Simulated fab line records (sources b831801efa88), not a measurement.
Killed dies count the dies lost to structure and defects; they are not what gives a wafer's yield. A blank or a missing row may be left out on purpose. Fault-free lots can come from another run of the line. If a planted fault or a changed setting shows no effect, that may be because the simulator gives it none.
Lot-split experiment	flow sky130	on a route of 708 steps: 5 lots, 23 wafers read

## SPLIT DETAILS
At SKY_NWELL_IMPLANT_24, the setting energy_kev was moved away from the recipe's 140 on 7 of the 23 wafers read, by +4.4% to +5.7%. The other wafers ran this setting at the recipe's value.

The split's own step is where the reading is taken.

## THE READING
implant.drp_nm (the simulator's own value, which no gauge read), in nm, at SKY_NWELL_IMPLANT_24. The file does not state a usual value for it.

wafer	tool, chamber at the split	energy_kev as run	against the recipe	implant.drp_nm, nm	against lot-mates on the recipe
L077.1	implanter-04, 0	148	+5.7%	97.46	+1.99
L077.5	implanter-04, 0	148	+5.7%	97.46	+1.99
L077.2	implanter-04, 0	140	recipe	95.47	-
L077.3	implanter-04, 0	140	recipe	95.47	-
L077.6	implanter-04, 0	140	recipe	95.47	-
L080.2	implanter-04, 0	140	recipe	95.47	-
L080.4	implanter-04, 0	140	recipe	95.47	-
L080.5	implanter-04, 0	140	recipe	95.47	-
L082.1	implanter-02, 0	147.2	+5.1%	97.26	+1.79
L082.6	implanter-02, 0	147.2	+5.1%	97.26	+1.79
L082.3	implanter-02, 0	140	recipe	95.47	-
L082.4	implanter-02, 0	140	recipe	95.47	-
L082.5	implanter-02, 0	140	recipe	95.47	-
L084.1	implanter-03, 0	146.1	+4.4%	96.99	+1.52
L084.5	implanter-03, 0	146.1	+4.4%	96.99	+1.52
L084.6	implanter-03, 0	146.1	+4.4%	96.99	+1.52
L084.2	implanter-03, 0	140	recipe	95.47	-
L084.3	implanter-03, 0	140	recipe	95.47	-
L085.1	implanter-04, 0	140	recipe	95.47	-
L085.2	implanter-04, 0	140	recipe	95.47	-
L085.3	implanter-04, 0	140	recipe	95.47	-
L085.4	implanter-04, 0	140	recipe	95.47	-
L085.5	implanter-04, 0	140	recipe	95.47	-

THE FIT
A straight line over all 23 wafers: implant.drp_nm changes by +0.348 nm for each +1% of energy_kev; r = +1.00; the points scatter about the line by 0.00096 nm.
The same after taking each lot's own level away (the mean of its wafers on the recipe; 23 wafers): +0.348 nm for each +1%; r = +1.00; scatter 0.00096 nm.
The reading moves by 2 nm for the largest change in energy_kev, on that fit.
The lots' own levels span 95.470 to 95.470 nm.
Consequently the slope shifts little with the lot-to-lot level, the two slopes agreeing.
Check: for one of the wafers moved furthest among these (+5.7%), held out of the fit, the line's prediction against its lot-mates is +1.99 nm. It came out at +1.99 nm against them.

## FURTHER SPLITS ON THESE WAFERS
Other splits were also applied to these wafers ahead of the reading. Each is held against what the fit with the lots' levels taken away leaves over:
other split on the same wafers	wafers away from the commonest value	r with implant.drp_nm (lot level and that fit taken away)
SKY_FIELD_ISO_OXIDATION_01 ox_time_s	15	-0.23
SKY_FIELD_ISO_STRIP_16 power_w	9	-0.50
SKY_PWDE_SOFTBAKE_03 temp_c	9	+0.47
SKY_PWDE_DEVELOP_06 dev_temp_c	6	+0.16
SKY_NWELL_IMPLANT_11 dose_cm2	8	+0.37

## THE FILE'S OWN FIT
implant.drp_nm changes by +0.348 nm for each +1% of energy_kev, r = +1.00.
